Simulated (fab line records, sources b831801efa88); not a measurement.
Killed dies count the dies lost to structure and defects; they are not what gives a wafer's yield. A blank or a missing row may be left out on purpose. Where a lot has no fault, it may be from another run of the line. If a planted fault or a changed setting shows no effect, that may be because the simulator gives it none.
A lot that was struck, set against a sound lot -- flow sky130 -- 17 steps out of a route of 708
Sound: these wafers, L586.1, L586.2, L586.4. Struck: wafers L598.1, L598.2, L598.4. The cause comes at the end.
Each step with rows lists, per side, the tool, then ch with its chambers, then its first start. Under that, the readings that differ: sound wafers -- struck wafers -- difference of the means -- sigmas: that difference in standard deviations of wafers without a fault.
alike: words and numbers the same on both sides, and readings whose means are apart by under 2 such deviations; not compared: readings that were withheld, readings missing a value for some wafer, numbers with overlapping values and no deviation given by the record, and bounds like >300 which may hide the same value.
Wherever a step has rows on one side only, a row that says differs or no value, or a row with sigmas, the two part there. Numbers that have no deviation but don't overlap get no sigmas and don't part them. A reading missing from all wafers of one side parts the sides only when that side holds two or more wafers.

first, 4 steps without rows for these wafers: SKY_FIELD_ISO_WET_ETCH_29 (etches Si3N4 in H3PO4, target depth 160 nm, time 1825 s); SKY_FIELD_ISO_WET_ETCH_30 (etches SiO2 in dHF, target depth 25 nm, time 50 s); SKY_NWELL_CLEAN_00 (cleans in SC1/SC2, time 150 s); SKY_NWELL_OXIDATION_01 (stabilise 600 s, purge 300 s, target thk 10 nm).
SKY_NWELL_THK_MEAS_02:
  sound on film metro-03, day 2 21:47; struck on film metro-03, day 5 12:56
reading,sound,struck,difference,sigmas
NWELL_OXIDATION_THK (nm),10.02 9.88 10.17,10.42 10.48 10.47,+0.43,+2
then, 7 steps without rows for these wafers: SKY_DNWELL_DEHYDRATE_00 (time 60 s); SKY_DNWELL_HMDS_01 (prime time 60 s); SKY_DNWELL_COAT_02 (resist thk 3000 nm); SKY_DNWELL_SOFTBAKE_03; SKY_DNWELL_EXPOSE_04 (exposes mask DNM, target cd 3000 nm); SKY_DNWELL_PEB_05; SKY_DNWELL_DEVELOP_06 (develop time 60 s).
SKY_DNWELL_IMPLANT_07:
  sound on implanter-01 ch 0, day 3 12:59; struck on implanter-01 ch 0, day 6 07:01
SKY_DNWELL_STRIP_08: strips in O2/N2.
  sound on plasma asher-01 ch 0,1, day 3 13:08; struck on plasma asher-02 ch 0,1, day 6 07:10
reading,sound,struck,difference,sigmas
drypump motor current A (A),5.6 5.1 5.1,5.8 6.5 6.4,+1.0,+2
strip time to endpoint s (s),36.78 36.80 36.74,36.93 37.06 37.03,+0.23,+2
  alike: o2 flow sccm, oes product au
  not compared: rf hours counter h
SKY_DNWELL_TW_MEAS_09:
  sound on film metro-02, day 3 13:14; struck on film metro-02, day 6 07:16
  alike: DNWELL_TW
then, 1 step without rows for these wafers: SKY_PWDE_DEHYDRATE_00 (time 60 s).
-- the record jumps here: 43 days lie between the struck wafers' starts before and after (it left off in module PWDE and takes up again in module PAD_OPEN, whose first step shown is number 708 of the route) --
SKY_PAD_OPEN_PROBE_99:
  sound on prober-01, day 46 07:42; struck on prober-01, day 49 02:53
reading,sound,struck,difference,sigmas
model.etest.res deep nwell.rs ohm sq,2170 2220 2189,2503 2504 2537,+322,
model.etest.res deep nwell.rs ohm sq range,32.64 36.27 44.68,283.8 299.8 297.1,+255.7,
model.etest.res deep nwell.rs ohm sq rim less centre,1.055 -0.5902 2.622,-117.3 -133.1 -85.94,-113.1,
model.etest.res deep nwell.line ohm um,716.9 730 725.8,845.3 849.9 830.5,+117.7,
  alike: killed_at_M0_to_M3, killed_at_M4_up, killed at contacts, killed at front end, killed at other, killed dies, killed open, killed short

WHERE THEY PART
Last at SKY_DNWELL_STRIP_08 as far as this record goes, first at SKY_NWELL_THK_MEAS_02. Later steps at which nothing parts them and some readings are alike: SKY_DNWELL_TW_MEAS_09, SKY_PAD_OPEN_PROBE_99.

WHY: the cause the simulator had injected
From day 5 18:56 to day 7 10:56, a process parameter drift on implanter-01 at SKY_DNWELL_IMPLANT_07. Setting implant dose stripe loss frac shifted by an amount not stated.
